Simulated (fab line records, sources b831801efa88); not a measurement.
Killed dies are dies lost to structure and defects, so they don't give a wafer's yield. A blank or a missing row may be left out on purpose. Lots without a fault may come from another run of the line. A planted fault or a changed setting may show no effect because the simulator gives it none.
fab line records | flow sky130
record lots=5 wafers=15 last_day=50
route steps=708 shown LI_CONTACT@364 LOCAL_INTERCONNECT@387
lots that met no fault: from a run of the same line without faults
start_h: hours from the record's first day to the start of the lot's first wafer shown | wait_h: hours since the lot's step before | " the same as in the row above | L1.1+2: a row that stands for several wafers | - no value, or no start given | * or withheld: withheld | < > ~ a bound
route shown NAME@n: a module of which the file shows steps, and the number in the route of the first | usual: mean/standard deviation of fault-free wafers | same: alike in all rows | chamber/n: place in a boat | sites: the reading at each site | _std_site: their standard deviation | _edge_site: outer sites' mean less inner sites' | radius_mm: how far each site lies from the wafer's centre | mask NAME#n: copy n | behind: the tool/chamber that last shaped the wafer | hold: why the lot was held/for how many hours/how that ended | device: the transistor (n, p or np) that didn't switch | end of line: the same wafers' tests at the end of the route | a step without rows: its recipe alone | killed: dies lost to structure and defects at the first sort, not the wafer's yield | map: a wafer's dies, x killed, . not, _ none there
set.NAME: the setting as run; set.NAME@STEP: as run at that earlier step | model.NAME: the simulator's own value behind a step, which no gauge read
lots at some steps of the route; a table a step, a row a wafer
services: from which hour (start_h, from the record's first day; less than 0 if before it) a tool's chamber was out of use, for how many hours, and why
## steps
# step SKY_LI_CONTACT_CMP_02
# recipe material=PSG down_force_psi=4 platen_rpm=60 pad_velocity_m_s=0.94248
# usual motor_current_A=11.6/0.93 time_to_endpoint_s=30.4/2.3
# columns lot.wafer tool chamber start_h wait_h motor_current_A time_to_endpoint_s
L075.2 cmp-02 2 662.81 0.0 13.4 33.2
L075.5 " 2 " " 12.0 30.7
L075.6 " 3 " " 10.7 31.1
L078.2 cmp-01 2 676.57 0.1 10.6 32.2
L078.3 " 3 " " 12.1 28.9
L078.4 " 0 " " 11.5 33.9
L079.2 cmp-02 2 697.78 0.1 13.6 32.5
L079.1 " 3 " " 10.3 30.3
L079.6 " 0 " " 11.5 31.0
L085.4 cmp-02 3 735.75 0.1 10.9 32.5
L085.1 " 0 " " 11.3 29.4
L085.6 " 2 " " 13.2 30.4
L097.2 cmp-02 2 844.84 0.0 13.3 33.9
L097.1 " 3 " " 10.0 29.6
L097.3 " 0 " " 11.0 28.7
# step SKY_LI_CONTACT_BOW_MEAS_03
# recipe mode=bow
# usual LI_CONTACT_BOW=55/6.6
# columns lot.wafer tool chamber start_h wait_h LI_CONTACT_BOW[um]
L075.2 film_metro-02 - 663.13 0.3 41
L075.5 " - " " 53
L075.6 " - " " 56
L078.2 film_metro-03 - 676.84 0.2 56
L078.3 " - " " 46
L078.4 " - " " 57
L079.1 film_metro-03 - 697.98 0.1 49
L079.2 " - " " 65
L079.6 " - " " 56
L085.1 film_metro-02 - 736.00 0.1 42
L085.4 " - " " 45
L085.6 " - " " 52
L097.1 film_metro-01 - 845.14 0.2 68
L097.2 " - " " 60
L097.3 " - " " 63
# step SKY_LI_CONTACT_DEHYDRATE_04
# recipe temp_c=200 time_s=60
# columns lot.wafer tool chamber start_h wait_h
L075.2+5+6 litho_track-01 0 675.36 12.2
L078.2+3+4 litho_track-03 0 691.44 14.6
L079.1+2+6 litho_track-02 0 709.68 11.7
L085.1+4+6 litho_track-01 0 750.13 14.1
L097.1+2+3 litho_track-03 0 856.57 11.4
# step SKY_LI_CONTACT_HMDS_05
# recipe prime_time_s=60 prime_temp_c=120
# columns lot.wafer tool chamber start_h wait_h
L075.2+5+6 litho_track-01 0 675.51 0.1
L078.2+3+4 litho_track-03 0 691.59 0.1
L079.1+2+6 litho_track-02 0 709.83 0.1
L085.1+4+6 litho_track-01 0 750.28 0.1
L097.1+2+3 litho_track-03 0 856.72 0.1
# step SKY_LI_CONTACT_COAT_06
# recipe resist=BARC temp_c=withheld time_s=withheld spin_rpm=3000 resist_thk_nm=60
# usual spin_speed_rpm=3000.0/2.2
# columns lot.wafer tool chamber start_h wait_h spin_speed_rpm
L075.2 litho_track-01 0 675.66 0.1 2997.5
L075.5 " 0 " " 2998.8
L075.6 " 0 " " 3001.7
L078.2 litho_track-03 0 691.74 0.1 2995.3
L078.3 " 0 " " 2999.6
L078.4 " 0 " " 2996.7
L079.1 litho_track-02 0 709.98 0.1 2997.7
L079.2 " 0 " " 2999.3
L079.6 " 0 " " 2999.3
L085.1 litho_track-01 0 750.43 0.1 2999.8
L085.4 " 0 " " 2997.9
L085.6 " 0 " " 2999.6
L097.1 litho_track-03 0 856.87 0.1 3002.1
L097.2 " 0 " " 2997.5
L097.3 " 0 " " 3000.0
# step SKY_LI_CONTACT_COAT_07
# recipe resist=KrF-thick spin_rpm=3000 resist_thk_nm=450
# usual spin_speed_rpm=2999.9/1.8
# columns lot.wafer tool chamber start_h wait_h spin_speed_rpm
L075.2 litho_track-01 0 - - 3004.0
L075.5 " 0 " " 3001.5
L075.6 " 0 " " 3004.4
L078.2 litho_track-03 0 - - 3000.2
L078.3 " 0 " " 2999.9
L078.4 " 0 " " 2998.7
L079.1 litho_track-02 0 - - 2998.6
L079.2 " 0 " " 2998.7
L079.6 " 0 " " 2997.9
L085.1 litho_track-01 0 - - 2998.7
L085.4 " 0 " " 2999.3
L085.6 " 0 " " 3004.2
L097.1 litho_track-03 0 - - 3001.0
L097.2 " 0 " " 2998.1
L097.3 " 0 " " 3001.1
# step SKY_LI_CONTACT_SOFTBAKE_08
# recipe temp_c=99.38 time_s=90 resist=KrF-thick
# columns lot.wafer tool chamber start_h wait_h
L075.2+5+6 litho_track-01 0 - -
L078.2+3+4 litho_track-03 0 - -
L079.1+2+6 litho_track-02 0 - -
L085.1+4+6 litho_track-01 0 - -
L097.1+2+3 litho_track-03 0 - -
# step SKY_LI_CONTACT_EXPOSE_09
# recipe mask_id=LICM1 na=0.8 source_shape=annular sigma_inner=0.55 sigma_outer=0.85 target_cd_nm=170 dose_mj=38
# usual exposure_dose_mJ_cm2=38.04/0.036 focus_offset_nm=-0.1/0.51
# columns lot.wafer tool chamber start_h wait_h mask exposure_dose_mJ_cm2 focus_offset_nm
L075.2 krf_scanner-01 0 - - LICM1#0 38.06 0.9
L075.5 " 0 " " LICM1#0 38.00 -0.1
L075.6 " 0 " " LICM1#0 37.99 -0.6
L078.2 krf_scanner-01 0 - - LICM1#0 38.10 0.2
L078.3 " 0 " " LICM1#0 38.06 -0.6
L078.4 " 0 " " LICM1#0 38.07 -0.8
L079.1 krf_scanner-01 0 - - LICM1#0 38.08 -0.3
L079.2 " 0 " " LICM1#0 38.04 -0.8
L079.6 " 0 " " LICM1#0 38.06 0.0
L085.1 krf_scanner-02 0 - - LICM1#0 38.04 -0.6
L085.4 " 0 " " LICM1#0 38.03 -0.5
L085.6 " 0 " " LICM1#0 38.02 0.1
L097.1 krf_scanner-01 0 - - LICM1#0 38.00 -0.7
L097.2 " 0 " " LICM1#0 38.02 0.0
L097.3 " 0 " " LICM1#0 38.04 0.0
# step SKY_LI_CONTACT_PEB_10
# recipe peb_temp_c=withheld peb_time_s=withheld resist=KrF-thick
# columns lot.wafer tool chamber start_h wait_h
L075.2+5+6 litho_track-01 0 - -
L078.2+3+4 litho_track-03 0 - -
L079.1+2+6 litho_track-01 0 - -
L085.1+4+6 litho_track-02 0 - -
L097.1+2+3 litho_track-03 0 - -
# step SKY_LI_CONTACT_DEVELOP_11
# recipe develop_time_s=60 resist=KrF-thick dev_temp_c=21
# columns lot.wafer tool chamber start_h wait_h
L075.2+5+6 litho_track-01 0 - -
L078.2+3+4 litho_track-03 0 - -
L079.1+2+6 litho_track-01 0 - -
L085.1+4+6 litho_track-02 0 - -
L097.1+2+3 litho_track-03 0 - -
# step SKY_LI_CONTACT_CD_MEAS_12
# recipe target_cd_nm=170
# usual cd_nm=170.1/1.4
# columns lot.wafer tool chamber start_h wait_h cd_nm
L075.2 cd_sem-02 - 690.75 - 171.2
L075.5 " - " " 170.0
L075.6 " - " " 168.4
L078.2 cd_sem-02 - 705.24 - 170.0
L078.3 " - " " 171.5
L078.4 " - " " 170.2
L079.1 cd_sem-01 - 725.53 - 169.7
L079.2 " - " " 169.6
L079.6 " - " " 168.7
L085.1 cd_sem-01 - 763.68 - 171.3
L085.4 " - " " 170.8
L085.6 " - " " 171.2
L097.1 cd_sem-02 - 871.10 - 169.8
L097.2 " - " " 170.4
L097.3 " - " " 169.3
# step SKY_LI_CONTACT_OVL_MEAS_13
# usual LI_CONTACT_OVL=0/5.6
# columns lot.wafer tool chamber start_h wait_h LI_CONTACT_OVL[nm]
L075.2 overlay-02 - 690.86 0.1 0
L075.5 " - " " 10
L075.6 " - " " -2
L078.2 overlay-01 - 705.34 0.1 11
L078.3 " - " " 2
L078.4 " - " " 16
L079.1 overlay-02 - 725.65 0.1 2
L079.2 " - " " -7
L079.6 " - " " -4
L085.1 overlay-01 - 763.80 0.1 -2
L085.4 " - " " -1
L085.6 " - " " 1
L097.1 overlay-01 - 871.22 0.1 -6
L097.2 " - " " 1
L097.3 " - " " -7
# step SKY_LI_CONTACT_ETCH_14
# recipe chemistry=N2/H2 target=BARC ion_energy_ev=200 source_w=500 bias_w=100 pressure_mtorr=30 n2_flow_sccm=100 h2_flow_sccm=200 stop_on=SiO2 time_s=45.9 target_depth_a=600
# usual drypump_motor_current_A=5.7/0.33 oes_product_au=0.855/0.005 throttle_valve_pct=13.225/0.0091
# columns lot.wafer tool chamber start_h wait_h drypump_motor_current_A oes_product_au rf_hours_counter_h throttle_valve_pct
L075.2 rie_diel-04 0 690.89 0.0 6.1 0.843 14 13.225
L075.5 " 2 " " 5.5 0.860 - 13.223
L075.6 " 1 " " 5.4 0.850 - 13.216
L078.2 rie_diel-04 0 705.37 0.0 6.2 0.854 14 13.226
L078.3 " 1 " " 5.5 0.855 3 13.240
L078.4 " 3 " " 5.5 0.850 14 13.229
L079.1 rie_diel-04 2 725.69 0.0 5.5 0.856 2 13.226
L079.2 " 3 " " 5.4 0.851 14 13.197
L079.6 " 2 " " 5.5 0.854 - 13.229
L085.1 rie_diel-04 0 763.84 0.0 6.2 0.853 16 13.224
L085.4 " 3 " " 5.5 0.855 15 13.230
L085.6 " 2 " " 5.5 0.858 - 13.210
L097.1 rie_diel-04 0 871.26 0.0 6.2 0.856 18 13.248
L097.2 " 2 " " 5.5 0.854 6 13.222
L097.3 " 1 " " 5.5 0.857 7 13.214
# step SKY_LI_CONTACT_ETCH_15
# recipe target=PSG chemistry=C4F8/O2/Ar stop_on=Si taper_deg=4.15 mask_material=KrF-thick source_w=1500 bias_w=1200 pressure_mtorr=40 c4f8_flow_sccm=withheld O2_flow_sccm=6 Ar_flow_sccm=300 time_s=withheld target_depth_a=6000
# usual oes_product_au=0.836/0.0043
# columns lot.wafer tool chamber start_h wait_h oes_product_au
L075.2 rie_diel-04 0 690.93 0.0 0.842
L075.5 " 2 " " 0.835
L075.6 " 1 " " 0.840
L078.2 rie_diel-04 0 705.41 0.0 0.839
L078.3 " 1 " " 0.841
L078.4 " 3 " " 0.834
L079.1 rie_diel-04 2 725.73 0.0 0.833
L079.2 " 3 " " 0.837
L079.6 " 2 " " 0.838
L085.1 rie_diel-04 0 763.88 0.0 0.839
L085.4 " 3 " " 0.831
L085.6 " 2 " " 0.837
L097.1 rie_diel-04 0 871.30 0.0 0.834
L097.2 " 2 " " 0.838
L097.3 " 1 " " 0.832
# step SKY_LI_CONTACT_STRIP_16
# recipe chemistry=O2/N2 power_w=1400 pressure_mtorr=1500 platen_temp_c=withheld o2_flow_sccm=3000 n2_flow_sccm=300 overash_fraction=0.5
# usual drypump_motor_current_A=5.67/0.28 oes_product_au=0.375/0.0048 strip_time_to_endpoint_s=3.504/0.029
# columns lot.wafer tool chamber start_h wait_h drypump_motor_current_A oes_product_au rf_hours_counter_h strip_time_to_endpoint_s
L075.2 plasma_asher-03 0 691.02 - 5.30 0.370 28 3.446
L075.5 " 1 " " 5.76 0.373 - 3.496
L075.6 " 0 " " 5.32 0.376 - 3.447
L078.2 plasma_asher-02 1 705.50 - 5.62 0.380 55 3.479
L078.3 " 1 " " 5.61 0.364 - 3.459
L078.4 " 0 " " 5.31 0.377 - 3.529
L079.1 plasma_asher-04 0 725.82 - 5.76 0.384 92 3.539
L079.2 " 1 " " 6.12 0.380 92 3.552
L079.6 " 0 " " 5.77 0.377 - 3.501
L085.1 plasma_asher-04 1 763.97 - 6.09 0.371 96 3.419
L085.4 " 1 " " 6.11 0.372 - 3.524
L085.6 " 0 " " 5.74 0.369 - 3.486
L097.1 plasma_asher-04 0 871.39 - 5.70 0.380 107 3.449
L097.2 " 1 " " 6.13 0.378 107 3.495
L097.3 " 0 " " 5.72 0.374 - 3.491
# step SKY_LI_CONTACT_CLEAN_17
# recipe chemistry=NMP time_s=600 temp_c=60 dry=n2_spin
# usual bath_guard_temp_C=60.0/0.56
# columns lot.wafer tool chamber start_h wait_h bath_guard_temp_C
L075.2 wet_bench-03 1 691.12 0.1 58.9
L075.5 " 1 " " 58.8
L075.6 " 1 " " 58.9
L078.2 wet_bench-04 2 705.60 0.1 60.0
L078.3 " 2 " " 59.8
L078.4 " 2 " " 60.1
L079.1 wet_bench-01 0 725.92 0.1 60.4
L079.2 " 0 " " 60.4
L079.6 " 0 " " 60.4
L085.1 wet_bench-04 1 764.07 0.1 60.0
L085.4 " 1 " " 59.6
L085.6 " 1 " " 60.2
L097.1 wet_bench-03 1 871.49 0.1 58.9
L097.2 " 1 " " 58.6
L097.3 " 1 " " 58.8
# step SKY_LI_CONTACT_PRE_CLEAN_18
# recipe gas=Ar time_s=5.6 bias_v=358
# columns lot.wafer tool chamber start_h wait_h
L075.2+5+6 pvd_sputter-01 - 691.47 0.0
L078.2+3+4 pvd_sputter-03 - 705.77 0.0
L079.1+2+6 pvd_sputter-04 - 726.11 0.0
L085.1+4+6 pvd_sputter-03 - 764.24 0.0
L097.1+2+3 pvd_sputter-01 - 871.66 0.0
# step SKY_LI_CONTACT_SPUTTER_19
# recipe material=Ti target_thk_nm=20 chamber_pressure_pa=5 power_w=2500 substrate_temp_c=200 time_s=106.37
# usual throttle_valve_pct=29.8/1
# columns lot.wafer tool chamber start_h wait_h throttle_valve_pct
L075.2 pvd_sputter-01 - 691.49 0.0 28.7
L075.5 " - " " 28.3
L075.6 " - " " 28.7
L078.2 pvd_sputter-03 - 705.79 0.0 31.0
L078.3 " - " " 30.4
L078.4 " - " " 29.9
L079.1 pvd_sputter-04 - 726.13 0.0 31.3
L079.2 " - " " 28.9
L079.6 " - " " 28.9
L085.1 pvd_sputter-03 - 764.26 0.0 30.4
L085.4 " - " " 30.2
L085.6 " - " " 29.8
L097.1 pvd_sputter-01 - 871.68 0.0 30.9
L097.2 " - " " 28.5
L097.3 " - " " 28.3
# step SKY_LI_CONTACT_SPUTTER_20
# recipe material=TiN target_thk_nm=20 chamber_pressure_pa=5 power_w=4000 time_s=80
# usual throttle_valve_pct=29.8/0.98
# columns lot.wafer tool chamber start_h wait_h throttle_valve_pct
L075.2 pvd_sputter-01 - 691.56 0.0 28.9
L075.5 " - " " 28.5
L075.6 " - " " 28.8
L078.2 pvd_sputter-03 - 705.87 0.0 30.8
L078.3 " - " " 30.1
L078.4 " - " " 29.9
L079.1 pvd_sputter-04 - 726.20 0.0 31.3
L079.2 " - " " 28.8
L079.6 " - " " 29.0
L085.1 pvd_sputter-03 - 764.34 0.0 30.4
L085.4 " - " " 30.1
L085.6 " - " " 30.1
L097.1 pvd_sputter-01 - 871.76 0.0 30.8
L097.2 " - " " 28.9
L097.3 " - " " 28.4
# step SKY_LI_CONTACT_CVD_21
# recipe material=W target_thk_nm=400 time_s=120.56 temp_c=400 pressure_torr=40
# usual heater_power_w=862/93
# columns lot.wafer tool chamber start_h wait_h heater_power_w
L075.2 cvd_w-01 1 691.62 0.0 979
L075.5 " 0 " " 857
L075.6 " 1 " " 974
L078.2 cvd_w-02 0 705.93 0.0 748
L078.3 " 1 " " 740
L078.4 " 0 " " 759
L079.1 cvd_w-01 0 726.27 0.0 851
L079.2 " 1 " " 994
L079.6 " 0 " " 866
L085.1 cvd_w-01 0 764.40 0.0 853
L085.4 " 1 " " 1010
L085.6 " 1 " " 966
L097.1 cvd_w-01 1 871.82 0.0 972
L097.2 " 0 " " 870
L097.3 " 1 " " 962
# step SKY_LI_CONTACT_RS_MEAS_22
# recipe thk_meas_gauge=four-point-probe reads=W_of_LI_CONTACT_CVD_21+TiN_of_LI_CONTACT_SPUTTER_20+Ti_of_LI_CONTACT_SPUTTER_19
# usual LI_CONTACT_W_RS=0.2861/0.0027
# columns lot.wafer tool chamber start_h wait_h LI_CONTACT_W_RS[ohm/sq]
L075.2 film_metro-03 - 691.77 0.1 0.2846
L075.5 " - " " 0.2858
L075.6 " - " " 0.2863
L078.2 film_metro-01 - 706.08 0.1 0.2888
L078.3 " - " " 0.2884
L078.4 " - " " 0.2870
L079.1 film_metro-02 - 726.39 0.1 0.2849
L079.2 " - " " 0.2846
L079.6 " - " " 0.2878
L085.1 film_metro-02 - 764.52 0.1 0.2854
L085.4 " - " " 0.2841
L085.6 " - " " 0.2855
L097.1 film_metro-03 - 871.95 0.1 0.2846
L097.2 " - " " 0.2874
L097.3 " - " " 0.2870
# step SKY_LI_CONTACT_THK_MEAS_23
# recipe thk_meas_gauge=xrf reads=W_of_LI_CONTACT_CVD_21
# usual LI_CONTACT_W_THK=391/4.8
# columns lot.wafer tool chamber start_h wait_h LI_CONTACT_W_THK[nm]
L075.2 film_metro-03 - 691.88 0.1 396
L075.5 " - " " 393
L075.6 " - " " 392
L078.2 film_metro-01 - 706.19 0.1 385
L078.3 " - " " 386
L078.4 " - " " 385
L079.1 film_metro-02 - 726.51 0.1 391
L079.2 " - " " 389
L079.6 " - " " 387
L085.1 film_metro-02 - 764.64 0.1 391
L085.4 " - " " 393
L085.6 " - " " 392
L097.1 film_metro-03 - 872.07 0.1 392
L097.2 " - " " 388
L097.3 " - " " 389
# step SKY_LI_CONTACT_CMP_24
# recipe stop_on=PSG t_overpolish_s=20 down_force_psi=3.5 platen_rpm=60 target_thk_nm=0 pad_velocity_m_s=0.94248
# usual motor_current_A=10.5/0.85 overpolish_run_s=20.000/0.0092 time_to_endpoint_s=93.8/3
# columns lot.wafer tool chamber start_h wait_h motor_current_A overpolish_run_s time_to_endpoint_s
L075.2 cmp-01 2 691.93 0.0 10.3 19.996 94.9
L075.6 " 2 " " 9.9 19.996 90.3
L075.5 " 3 " " 10.7 20.003 94.0
L078.2 cmp-02 1 706.24 0.0 9.4 20.002 92.9
L078.4 " 2 " " 11.8 20.005 95.3
L078.3 " 0 " " 10.7 20.005 90.4
L079.1 cmp-02 2 726.57 0.1 11.2 19.993 96.4
L079.2 " 3 " " 9.6 20.007 97.3
L079.6 " 2 " " 12.0 19.995 95.8
L085.1 cmp-01 1 764.70 0.1 11.4 19.994 94.3
L085.4 " 0 " " 10.2 19.993 93.3
L085.6 " 1 " " 11.3 19.997 91.6
L097.1 cmp-02 3 872.13 0.1 10.0 20.005 93.7
L097.3 " 0 " " 9.7 19.992 90.1
L097.2 " 2 " " 12.2 20.011 94.1
# step SKY_LOCAL_INTERCONNECT_SPUTTER_00
# recipe material=TiN target_thk_nm=100 temp_c=300 power_w=6500 time_s=83.3 chamber_pressure_pa=0.4
# usual throttle_valve_pct=29.6/1
# columns lot.wafer tool chamber start_h wait_h throttle_valve_pct
L075.2 pvd_sputter-03 - 692.23 0.2 30.5
L075.5 " - " " 29.9
L075.6 " - " " 30.8
L078.2 pvd_sputter-03 - 706.54 0.2 29.9
L078.3 " - " " 30.8
L078.4 " - " " 29.9
L079.1 pvd_sputter-03 - 726.87 0.2 29.9
L079.2 " - " " 31.0
L079.6 " - " " 30.2
L085.1 pvd_sputter-01 - 765.00 0.2 28.9
L085.4 " - " " 28.4
L085.6 " - " " 31.0
L097.1 pvd_sputter-02 - 872.43 0.2 28.5
L097.2 " - " " 30.7
L097.3 " - " " 28.0
# step SKY_LOCAL_INTERCONNECT_RS_MEAS_01
# recipe thk_meas_gauge=four-point-probe reads=TiN_of_LOCAL_INTERCONNECT_SPUTTER_00
# usual LOCAL_INTERCONNECT_TIN_RS=14.12/0.13
# columns lot.wafer tool chamber start_h wait_h LOCAL_INTERCONNECT_TIN_RS[ohm/sq]
L075.2 film_metro-04 - 692.31 0.1 14.16
L075.5 " - " " 14.04
L075.6 " - " " 14.10
L078.2 film_metro-02 - 706.62 0.1 14.13
L078.3 " - " " 14.08
L078.4 " - " " 14.11
L079.1 film_metro-02 - 726.93 0.0 13.92
L079.2 " - " " 13.96
L079.6 " - " " 14.02
L085.1 film_metro-04 - 765.08 0.0 14.08
L085.4 " - " " 14.16
L085.6 " - " " 14.27
L097.1 film_metro-04 - 872.49 0.0 13.98
L097.2 " - " " 14.04
L097.3 " - " " 14.13
# step SKY_LOCAL_INTERCONNECT_THK_MEAS_02
# recipe thk_meas_gauge=xrf reads=TiN_of_LOCAL_INTERCONNECT_SPUTTER_00
# usual LOCAL_INTERCONNECT_TIN_THK=99.8/0.89
# columns lot.wafer tool chamber start_h wait_h LOCAL_INTERCONNECT_TIN_THK[nm]
L075.2 film_metro-04 - 692.42 0.1 99.3
L075.5 " - " " 100.7
L075.6 " - " " 99.9
L078.2 film_metro-02 - 706.73 0.1 99.7
L078.3 " - " " 99.7
L078.4 " - " " 99.7
L079.1 film_metro-02 - 727.05 0.1 101.7
L079.2 " - " " 101.5
L079.6 " - " " 100.9
L085.1 film_metro-04 - 765.20 0.1 100.4
L085.4 " - " " 100.3
L085.6 " - " " 99.3
L097.1 film_metro-04 - 872.61 0.1 101.5
L097.2 " - " " 101.3
L097.3 " - " " 100.6
# step SKY_LOCAL_INTERCONNECT_DEHYDRATE_03
# recipe temp_c=200 time_s=60
# columns lot.wafer tool chamber start_h wait_h
L075.2+5+6 litho_track-04 0 704.86 12.4
L078.2+3+4 litho_track-01 0 719.96 13.2
L079.1+2+6 litho_track-04 0 739.09 12.0
L085.1+4+6 litho_track-01 0 778.53 13.3
L097.1+2+3 litho_track-03 0 883.57 10.9
# step SKY_LOCAL_INTERCONNECT_HMDS_04
# recipe prime_time_s=60 prime_temp_c=120
# columns lot.wafer tool chamber start_h wait_h
L075.2+5+6 litho_track-04 0 705.01 0.1
L078.2+3+4 litho_track-01 0 720.11 0.1
L079.1+2+6 litho_track-04 0 739.24 0.1
L085.1+4+6 litho_track-01 0 778.68 0.1
L097.1+2+3 litho_track-03 0 883.72 0.1
# step SKY_LOCAL_INTERCONNECT_COAT_05
# recipe resist=BARC temp_c=withheld time_s=withheld spin_rpm=3000 resist_thk_nm=60
# usual spin_speed_rpm=3000.0/1.9
# columns lot.wafer tool chamber start_h wait_h spin_speed_rpm
L075.2 litho_track-04 0 705.16 0.1 2998.2
L075.5 " 0 " " 2999.8
L075.6 " 0 " " 2999.4
L078.2 litho_track-01 0 720.26 0.1 3000.2
L078.3 " 0 " " 2998.9
L078.4 " 0 " " 2999.5
L079.1 litho_track-04 0 739.39 0.1 3000.3
L079.2 " 0 " " 3001.8
L079.6 " 0 " " 3000.5
L085.1 litho_track-01 0 778.83 0.1 2998.1
L085.4 " 0 " " 3000.8
L085.6 " 0 " " 3002.8
L097.1 litho_track-03 0 883.87 0.1 2999.6
L097.2 " 0 " " 2999.1
L097.3 " 0 " " 3000.6
# step SKY_LOCAL_INTERCONNECT_COAT_06
# recipe resist=KrF-thick spin_rpm=3000 resist_thk_nm=450
# usual spin_speed_rpm=3000.3/1.8
# columns lot.wafer tool chamber start_h wait_h spin_speed_rpm
L075.2 litho_track-04 0 - - 3001.4
L075.5 " 0 " " 2997.9
L075.6 " 0 " " 2999.8
L078.2 litho_track-01 0 - - 3000.3
L078.3 " 0 " " 3001.2
L078.4 " 0 " " 3001.9
L079.1 litho_track-04 0 - - 3000.0
L079.2 " 0 " " 3000.2
L079.6 " 0 " " 2999.4
L085.1 litho_track-01 0 - - 3001.5
L085.4 " 0 " " 3003.3
L085.6 " 0 " " 3000.7
L097.1 litho_track-03 0 - - 3003.1
L097.2 " 0 " " 3000.5
L097.3 " 0 " " 2999.3
# step SKY_LOCAL_INTERCONNECT_SOFTBAKE_07
# recipe temp_c=100 time_s=90 resist=KrF-thick
# columns lot.wafer tool chamber start_h wait_h
L075.2+5+6 litho_track-04 0 - -
L078.2+3+4 litho_track-01 0 - -
L079.1+2+6 litho_track-04 0 - -
L085.1+4+6 litho_track-01 0 - -
L097.1+2+3 litho_track-03 0 - -
# step SKY_LOCAL_INTERCONNECT_EXPOSE_08
# recipe mask_id=LI1M na=0.8 source_shape=annular sigma_inner=0.55 sigma_outer=0.85 target_cd_nm=170 dose_mj=28
# usual exposure_dose_mJ_cm2=28.121/0.028 focus_offset_nm=0.0/0.53
# columns lot.wafer tool chamber start_h wait_h mask exposure_dose_mJ_cm2 focus_offset_nm
L075.2 krf_scanner-01 0 - - LI1M#0 28.113 0.1
L075.5 " 0 " " LI1M#0 28.155 -0.1
L075.6 " 0 " " LI1M#0 28.118 0.3
L078.2 krf_scanner-01 0 - - LI1M#0 28.144 -0.1
L078.3 " 0 " " LI1M#0 28.159 0.3
L078.4 " 0 " " LI1M#0 28.121 -0.6
L079.1 krf_scanner-01 0 - - LI1M#0 28.136 -0.8
L079.2 " 0 " " LI1M#0 28.088 -0.6
L079.6 " 0 " " LI1M#0 28.112 -0.9
L085.1 krf_scanner-02 0 - - LI1M#0 28.144 0.0
L085.4 " 0 " " LI1M#0 28.154 0.2
L085.6 " 0 " " LI1M#0 28.143 1.1
L097.1 krf_scanner-01 0 - - LI1M#0 28.122 0.6
L097.2 " 0 " " LI1M#0 28.145 -0.6
L097.3 " 0 " " LI1M#0 28.141 -0.2
# step SKY_LOCAL_INTERCONNECT_PEB_09
# recipe peb_temp_c=withheld peb_time_s=withheld resist=KrF-thick
# columns lot.wafer tool chamber start_h wait_h
L075.2+5+6 litho_track-04 0 - -
L078.2+3+4 litho_track-04 0 - -
L079.1+2+6 litho_track-01 0 - -
L085.1+4+6 litho_track-01 0 - -
L097.1+2+3 litho_track-01 0 - -
# step SKY_LOCAL_INTERCONNECT_DEVELOP_10
# recipe develop_time_s=57.24 resist=KrF-thick dev_temp_c=21
# columns lot.wafer tool chamber start_h wait_h
L075.2+5+6 litho_track-04 0 - -
L078.2+3+4 litho_track-04 0 - -
L079.1+2+6 litho_track-01 0 - -
L085.1+4+6 litho_track-01 0 - -
L097.1+2+3 litho_track-01 0 - -
# step SKY_LOCAL_INTERCONNECT_CD_MEAS_11
# recipe target_cd_nm=170
# usual cd_nm=169.7/1.3
# columns lot.wafer tool chamber start_h wait_h cd_nm
L075.2 cd_sem-02 - 719.36 - 170.7
L075.5 " - " " 169.9
L075.6 " - " " 170.2
L078.2 cd_sem-02 - 733.96 - 170.3
L078.3 " - " " 169.0
L078.4 " - " " 168.3
L079.1 cd_sem-01 - 755.33 - 169.9
L079.2 " - " " 171.7
L079.6 " - " " 170.4
L085.1 cd_sem-02 - 792.13 - 169.6
L085.4 " - " " 170.8
L085.6 " - " " 169.3
L097.1 cd_sem-01 - 898.14 - 168.3
L097.2 " - " " 167.3
L097.3 " - " " 168.6
# step SKY_LOCAL_INTERCONNECT_OVL_MEAS_12
# usual LOCAL_INTERCONNECT_OVL=-1/4.8
# columns lot.wafer tool chamber start_h wait_h LOCAL_INTERCONNECT_OVL[nm]
L075.2 overlay-02 - 719.46 0.1 1
L075.5 " - " " 1
L075.6 " - " " 2
L078.2 overlay-02 - 734.06 0.1 -8
L078.3 " - " " -2
L078.4 " - " " -3
L079.1 overlay-01 - 755.45 0.1 2
L079.2 " - " " 4
L079.6 " - " " 4
L085.1 overlay-01 - 792.25 0.1 -4
L085.4 " - " " -12
L085.6 " - " " -7
L097.1 overlay-01 - 898.26 0.1 -10
L097.2 " - " " -11
L097.3 " - " " -7
# step SKY_LOCAL_INTERCONNECT_ETCH_13
# recipe chemistry=N2/H2 target=BARC ion_energy_ev=200 bias_w=100 pressure_mtorr=30 n2_flow_sccm=100 h2_flow_sccm=200 icp_w=500 stop_on=SiO2 time_s=45.9 target_depth_a=600
# usual drypump_motor_current_A=5.7/0.35 oes_product_au=0.855/0.0047 throttle_valve_pct=13.226/0.0095
# columns lot.wafer tool chamber start_h wait_h drypump_motor_current_A oes_product_au rf_hours_counter_h throttle_valve_pct
L075.2 rie_metal-02 0 719.49 0.0 6.0 0.851 0 13.222
L075.5 " 0 " " 6.0 0.857 - 13.228
L075.6 " 1 " " 5.4 0.853 - 13.223
L078.2 rie_metal-02 1 734.09 0.0 5.4 0.854 11 13.222
L078.3 " 0 " " 5.9 0.854 - 13.212
L078.4 " 1 " " 5.4 0.861 - 13.207
L079.1 rie_metal-04 1 755.49 0.0 5.2 0.856 7 13.232
L079.2 " 0 " " 6.0 0.852 14 13.239
L079.6 " 1 " " 5.2 0.851 - 13.226
L085.1 rie_metal-04 1 792.29 0.0 5.2 0.861 8 13.221
L085.4 " 1 " " 5.2 0.856 - 13.228
L085.6 " 1 " " 5.2 0.853 - 13.212
L097.1 rie_metal-04 0 898.29 0.0 5.9 0.855 1 13.221
L097.2 " 1 " " 5.2 0.856 14 13.224
L097.3 " 1 " " 5.2 0.855 - 13.217
## services
# columns tool chamber start_h hours kind
cvd_w-01 - 647.83 0.3 repair
krf_scanner-01 - 649.15 14.3 repair
pvd_sputter-04 - 650.00 1.5 repair
rie_metal-04 - 654.74 14.6 pm
cmp-01 - 656.63 0.3 repair
krf_scanner-01 - 663.40 3.6 pm
krf_scanner-01 - 666.96 1.0 pm
krf_scanner-01 - 679.45 0.5 repair
rie_metal-04 - 686.06 0.5 repair
cmp-01 - 687.96 1.8 repair
krf_scanner-01 - 700.13 1.3 pm
pvd_sputter-01 - 705.43 4.2 repair
cmp-02 - 716.57 3.1 repair
cmp-02 - 744.00 4.0 pm
cmp-02 - 746.97 0.7 repair
krf_scanner-01 - 749.92 0.8 pm
krf_scanner-01 - 756.42 8.6 repair
cmp-02 - 820.18 0.4 repair
rie_diel-04 3 821.35 2.6 repair
krf_scanner-01 - 822.98 1.0 pm
rie_diel-04 1 852.33 9.6 repair
rie_diel-04 - 858.91 2.8 pm
cvd_w-01 - 863.11 2.4 repair
cmp-02 - 893.31 0.8 repair
## key
fault none
